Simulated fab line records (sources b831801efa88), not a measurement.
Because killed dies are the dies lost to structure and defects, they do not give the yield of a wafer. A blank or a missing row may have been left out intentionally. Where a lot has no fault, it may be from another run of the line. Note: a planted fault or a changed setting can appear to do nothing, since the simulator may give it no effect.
fab line records	flow gf180mcu
record lots=14	wafers=42	lastDay=34
route steps=602 shown VT_IMPLANT@131 M1@316 V1@337
lots that met no fault: from a run of the same line without faults
startH: the number of hours between the record's first day and the start of the first shown wafer of the lot	waitH: hours since the lot's step before	" unchanged from the row above	L1.1+2: one row covering several wafers at once	- no value, or no start given	* or withheld: withheld	< > ~ a bound
route shown NAME@n: a module of which the file shows steps, and the number in the route of the first	usual: the fault-free wafers' mean and standard deviation	same: alike in all rows	chamber/n: place in a boat	sites: each site's reading	_std_site: standard deviation of those values	_edge_site: inner sites' mean taken away from outer sites' mean	radiusMm: how far each site lies from the wafer's centre	mask NAME#n: copy n	behind: tool/chamber where the wafer was last shaped	hold: cause of the lot's hold/its duration in hours/its outcome	device: names the non-switching transistor (n, p or np)	end of line: the route-end tests of the same wafers	a step with no rows: only its recipe	killed: not the wafer's yield, but the dies lost to structure and defects at the first sort	map: a wafer's dies, x killed, . not, _ none there
set.NAME: the run value of the setting; set.NAME@STEP: its run value at that earlier step	model.NAME: the simulator's own value behind a step, which no gauge read
the route's steps for a sample of lots (tables are steps, rows are wafers)
services: the hour from which a tool's chamber was out of use, counted from the record's first day as startH (under 0 if before that day), plus the number of hours and why
## steps
# step GF_VT_IMPLANT_IMPLANT_41
# recipe species=As	energyKev=70	doseCm2=1.013e+12	tiltDeg=7
# usual doseIonsCm2=1.0131e+12/9.8e+08	faradayCurrentUA=5.71/0.11
lot.wafer	tool	chamber	startH	waitH	doseIonsCm2	faradayCurrentUA
L444.3	implanter-03	0	155.80	0.1	1.013e+12	5.77
L444.4	"	0	"	"	1.0144e+12	5.88
L444.6	"	0	"	"	1.014e+12	5.61
L445.1	implanter-04	0	162.04	0.0	1.0144e+12	5.82
L445.5	"	0	"	"	1.0144e+12	5.75
L445.6	"	0	"	"	1.014e+12	5.76
L447.2	implanter-04	0	178.00	0.0	1.0136e+12	5.69
L447.3	"	0	"	"	1.0143e+12	5.73
L447.5	"	0	"	"	1.0133e+12	5.76
L450.2	implanter-04	0	200.52	0.0	1.0154e+12	5.84
L450.4	"	0	"	"	1.014e+12	5.61
L450.5	"	0	"	"	1.0126e+12	5.71
L451.2	implanter-02	0	204.40	0.0	1.0119e+12	5.53
L451.4	"	0	"	"	1.0136e+12	5.61
L451.6	"	0	"	"	1.0137e+12	5.70
L452.1	implanter-02	0	210.03	0.0	1.0128e+12	5.83
L452.5	"	0	"	"	1.0144e+12	5.93
L452.6	"	0	"	"	1.014e+12	5.70
L453.1	implanter-02	0	216.49	0.0	1.0136e+12	5.81
L453.3	"	0	"	"	1.0147e+12	5.64
L453.5	"	0	"	"	1.0135e+12	5.56
L454.1	implanter-02	0	225.45	0.0	1.0126e+12	5.68
L454.3	"	0	"	"	1.0124e+12	5.81
L454.6	"	0	"	"	1.0134e+12	5.80
L456.2	implanter-03	0	236.35	0.0	1.013e+12	5.72
L456.3	"	0	"	"	1.0147e+12	5.63
L456.5	"	0	"	"	1.0154e+12	5.71
L457.3	implanter-04	0	244.64	0.1	1.0148e+12	5.96
L457.5	"	0	"	"	1.0135e+12	5.62
L457.6	"	0	"	"	1.0123e+12	5.74
L462.2	implanter-03	0	278.03	0.0	4.95e+11	2.82
L462.3	"	0	"	"	4.949e+11	2.74
L462.5	"	0	"	"	4.949e+11	2.92
L463.3	implanter-03	0	284.52	0.1	4.949e+11	2.77
L463.4	"	0	"	"	4.946e+11	2.84
L463.6	"	0	"	"	4.964e+11	2.68
L466.2	implanter-04	0	309.38	0.0	1.0125e+12	5.51
L466.3	"	0	"	"	1.0133e+12	5.74
L466.5	"	0	"	"	1.0136e+12	5.69
L467.1	implanter-02	0	310.57	0.0	1.0118e+12	5.67
L467.3	"	0	"	"	1.0125e+12	5.69
L467.6	"	0	"	"	1.0122e+12	5.66
# step GF_VT_IMPLANT_TW_MEAS_43
# usual VT_IMPLANT_4_TW=687/3.5
lot.wafer	tool	chamber	startH	waitH	VT_IMPLANT_4_TW
L444.3	filmMetro-04	-	156.02	0.1	684
L444.4	"	-	"	"	684
L444.6	"	-	"	"	682
L445.1	filmMetro-03	-	162.29	0.1	692
L445.5	"	-	"	"	688
L445.6	"	-	"	"	689
L447.2	filmMetro-01	-	178.24	0.1	686
L447.3	"	-	"	"	686
L447.5	"	-	"	"	685
L450.2	filmMetro-04	-	200.75	0.1	685
L450.4	"	-	"	"	684
L450.5	"	-	"	"	684
L451.2	filmMetro-04	-	204.64	0.1	687
L451.4	"	-	"	"	691
L451.6	"	-	"	"	687
L452.1	filmMetro-01	-	210.28	0.1	687
L452.5	"	-	"	"	689
L452.6	"	-	"	"	688
L453.1	filmMetro-03	-	216.74	0.1	691
L453.3	"	-	"	"	693
L453.5	"	-	"	"	694
L454.1	filmMetro-01	-	225.70	0.1	686
L454.3	"	-	"	"	685
L454.6	"	-	"	"	687
L456.2	filmMetro-03	-	236.59	0.1	692
L456.3	"	-	"	"	692
L456.5	"	-	"	"	695
L457.3	filmMetro-03	-	244.86	0.1	694
L457.5	"	-	"	"	695
L457.6	"	-	"	"	691
L462.2	filmMetro-04	-	278.26	0.1	547
L462.3	"	-	"	"	549
L462.5	"	-	"	"	548
L463.3	filmMetro-04	-	284.74	0.1	548
L463.4	"	-	"	"	549
L463.6	"	-	"	"	548
L466.2	filmMetro-03	-	309.61	0.1	685
L466.3	"	-	"	"	686
L466.5	"	-	"	"	690
L467.1	filmMetro-03	-	310.82	0.1	688
L467.3	"	-	"	"	692
L467.6	"	-	"	"	691
# step GF_M1_SPUTTER_01
# recipe material=TiN	targetThkNm=30	powerW=6500	timeS=25	chamberPressurePa=0.4
# usual throttleValvePct=29.8/1.2
lot.wafer	tool	chamber	startH	waitH	throttleValvePct
L444.3	pvdSputter-04	-	365.07	0.1	28.9
L444.4	"	-	"	"	30.7
L444.6	"	-	"	"	29.1
L445.1	pvdSputter-04	-	370.75	0.1	30.3
L445.5	"	-	"	"	30.3
L445.6	"	-	"	"	30.7
L447.2	pvdSputter-01	-	391.97	0.1	29.0
L447.3	"	-	"	"	29.1
L447.5	"	-	"	"	31.0
L450.2	pvdSputter-02	-	419.27	0.1	31.0
L450.4	"	-	"	"	27.7
L450.5	"	-	"	"	29.9
L451.2	pvdSputter-02	-	436.85	0.1	27.6
L451.4	"	-	"	"	31.0
L451.6	"	-	"	"	29.7
L452.1	pvdSputter-02	-	441.99	0.1	29.7
L452.5	"	-	"	"	27.9
L452.6	"	-	"	"	29.6
L453.1	pvdSputter-04	-	447.81	0.1	30.4
L453.3	"	-	"	"	29.2
L453.5	"	-	"	"	30.4
L454.1	pvdSputter-02	-	460.54	0.1	29.6
L454.3	"	-	"	"	31.0
L454.6	"	-	"	"	27.8
L456.2	pvdSputter-01	-	475.07	0.1	29.2
L456.3	"	-	"	"	29.0
L456.5	"	-	"	"	29.3
L457.3	pvdSputter-04	-	481.38	0.1	29.1
L457.5	"	-	"	"	30.7
L457.6	"	-	"	"	28.8
L462.2	pvdSputter-01	-	522.25	0.1	31.4
L462.3	"	-	"	"	28.9
L462.5	"	-	"	"	28.9
L463.3	pvdSputter-04	-	527.75	0.1	29.1
L463.4	"	-	"	"	30.6
L463.6	"	-	"	"	30.7
L466.2	pvdSputter-02	-	553.26	0.1	31.2
L466.3	"	-	"	"	27.8
L466.5	"	-	"	"	27.9
L467.1	pvdSputter-02	-	559.71	0.1	27.9
L467.3	"	-	"	"	27.8
L467.6	"	-	"	"	29.8
# step GF_M1_OVL_MEAS_15
# usual M1_OVL=-2/5.8
lot.wafer	tool	chamber	startH	waitH	M1_OVL[nm]
L444.3	overlay-01	-	386.90	0.1	-10
L444.4	"	-	"	"	0
L444.6	"	-	"	"	1
L445.1	overlay-02	-	393.31	0.1	-10
L445.5	"	-	"	"	-12
L445.6	"	-	"	"	-6
L447.2	overlay-02	-	415.23	0.1	-1
L447.3	"	-	"	"	-1
L447.5	"	-	"	"	5
L450.2	overlay-01	-	443.31	0.1	5
L450.4	"	-	"	"	5
L450.5	"	-	"	"	-4
L451.2	overlay-02	-	461.69	0.1	-4
L451.4	"	-	"	"	-5
L451.6	"	-	"	"	-1
L452.1	overlay-02	-	466.07	0.1	-5
L452.5	"	-	"	"	-5
L452.6	"	-	"	"	1
L453.1	overlay-01	-	472.31	0.1	-3
L453.3	"	-	"	"	0
L453.5	"	-	"	"	-1
L454.1	overlay-02	-	485.23	0.1	-12
L454.3	"	-	"	"	-11
L454.6	"	-	"	"	-6
L456.2	overlay-01	-	499.13	0.1	-5
L456.3	"	-	"	"	-8
L456.5	"	-	"	"	-4
L457.3	overlay-02	-	505.14	0.1	-5
L457.5	"	-	"	"	-3
L457.6	"	-	"	"	-6
L462.2	overlay-02	-	545.93	0.1	-3
L462.3	"	-	"	"	-2
L462.5	"	-	"	"	-10
L463.3	overlay-01	-	550.94	0.1	0
L463.4	"	-	"	"	-4
L463.6	"	-	"	"	-2
L466.2	overlay-01	-	575.93	0.1	7
L466.3	"	-	"	"	12
L466.5	"	-	"	"	13
L467.1	overlay-01	-	582.17	0.1	-5
L467.3	"	-	"	"	-6
L467.6	"	-	"	"	-8
# step GF_V1_CVD_02
# recipe material=SiO2	targetThkNm=850	precursor=TEOS	tempC=400	timeS=94.851	rfW=600
# usual heaterPowerOuterW=364/79	heaterPowerW=627/97
lot.wafer	tool	chamber	startH	waitH	heaterPowerOuterW	heaterPowerW
L444.3	pecvd-01	1	387.72	0.0	461	741
L444.4	"	2	"	"	322	595
L444.6	"	0	"	"	291	511
L445.1	pecvd-03	2	394.15	0.1	271	511
L445.5	"	2	"	"	313	549
L445.6	"	1	"	"	555	812
L447.2	pecvd-03	0	416.05	0.0	294	544
L447.3	"	1	"	"	536	798
L447.5	"	1	"	"	430	663
L450.2	pecvd-02	2	444.14	0.0	328	660
L450.4	"	0	"	"	444	790
L450.5	"	1	"	"	275	521
L451.2	pecvd-03	0	462.51	0.0	296	527
L451.4	"	2	"	"	310	550
L451.6	"	1	"	"	482	740
L452.1	pecvd-03	2	467.08	0.1	272	491
L452.5	"	0	"	"	229	443
L452.6	"	2	"	"	311	556
L453.1	pecvd-03	2	473.17	0.1	322	554
L453.3	"	1	"	"	511	774
L453.5	"	2	"	"	349	607
L454.1	pecvd-02	2	486.07	0.1	265	561
L454.3	"	0	"	"	380	698
L454.6	"	2	"	"	301	628
L456.2	pecvd-02	2	500.00	0.0	336	670
L456.3	"	0	"	"	386	707
L456.5	"	1	"	"	283	516
L457.3	pecvd-03	0	506.02	0.0	292	542
L457.5	"	1	"	"	494	724
L457.6	"	2	"	"	311	548
L462.2	pecvd-03	1	546.79	0.0	499	751
L462.3	"	2	"	"	288	515
L462.5	"	0	"	"	314	546
L463.3	pecvd-01	1	551.83	0.0	357	582
L463.4	"	0	"	"	241	450
L463.6	"	2	"	"	434	752
L466.2	pecvd-02	2	576.80	0.0	345	686
L466.3	"	1	"	"	298	549
L466.5	"	2	"	"	247	538
L467.1	pecvd-01	1	583.00	0.1	373	610
L467.3	"	0	"	"	314	550
L467.6	"	1	"	"	421	678
## services
tool	chamber	startH	hours	kind
implanter-04	-	137.14	5.2	pm
pecvd-03	2	180.87	19.4	repair
pvdSputter-02	-	190.14	8.0	repair
implanter-02	-	196.48	1.3	repair
pecvd-03	2	200.80	11.0	repair
pvdSputter-04	-	255.23	6.9	repair
implanter-02	-	297.69	0.8	repair
pvdSputter-04	-	298.26	1.3	repair
pvdSputter-02	-	300.30	7.3	repair
pvdSputter-02	-	315.19	7.8	repair
pecvd-03	-	315.51	1.6	repair
pecvd-03	-	322.77	2.8	pm
implanter-02	-	330.78	1.4	repair
pvdSputter-02	-	351.82	0.6	repair
pecvd-03	2	366.34	2.5	repair
implanter-02	-	371.73	1.4	repair
implanter-02	-	391.26	3.9	repair
implanter-04	-	416.09	3.4	pm
pecvd-03	-	428.18	0.9	repair
implanter-04	-	446.35	1.3	repair
implanter-02	-	463.60	5.4	repair
implanter-02	-	486.24	2.8	repair
pvdSputter-02	-	553.64	2.9	repair
pecvd-03	1	573.77	2.8	repair
## key
firstSign step=GF_VT_IMPLANT_IMPLANT_41	reading=doseIonsCm2	direction=down	sigmas=99+	usual=1.0131e+12	struck=4.951e+11
effect step=GF_VT_IMPLANT_IMPLANT_41	reading=faradayCurrentUA	direction=down	sigmas=26	usual=5.71	struck=2.79
effect step=GF_VT_IMPLANT_TW_MEAS_43	reading=VT_IMPLANT_4_TW	direction=down	sigmas=40	usual=687	struck=548
metAt GF_VT_IMPLANT_IMPLANT_41
struckLots L462,L463
testerLeftOut L462,L463
notActingAt GF_M1_SPUTTER_01,GF_M1_OVL_MEAS_15,GF_V1_CVD_02
onsetBetween 236.35 278.03
fault kind=processParameterDrift	tool=implanter-03	chamber=-	onsetH=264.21	steps=GF_VT_IMPLANT_IMPLANT_41	channel=doseCm2	offset=-5.1759e+11	shape=step	endH=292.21	actsIn=theseRecipesOnly	stated=1.013e+12
# testerLeftOut: of these lots the tester's yield and bins aren't shown, on N5 and GAA mostly nor the transistor test; their killed dies are dies lost to structure and defects alone, not to doping, threshold or leakage, so they don't give the yield
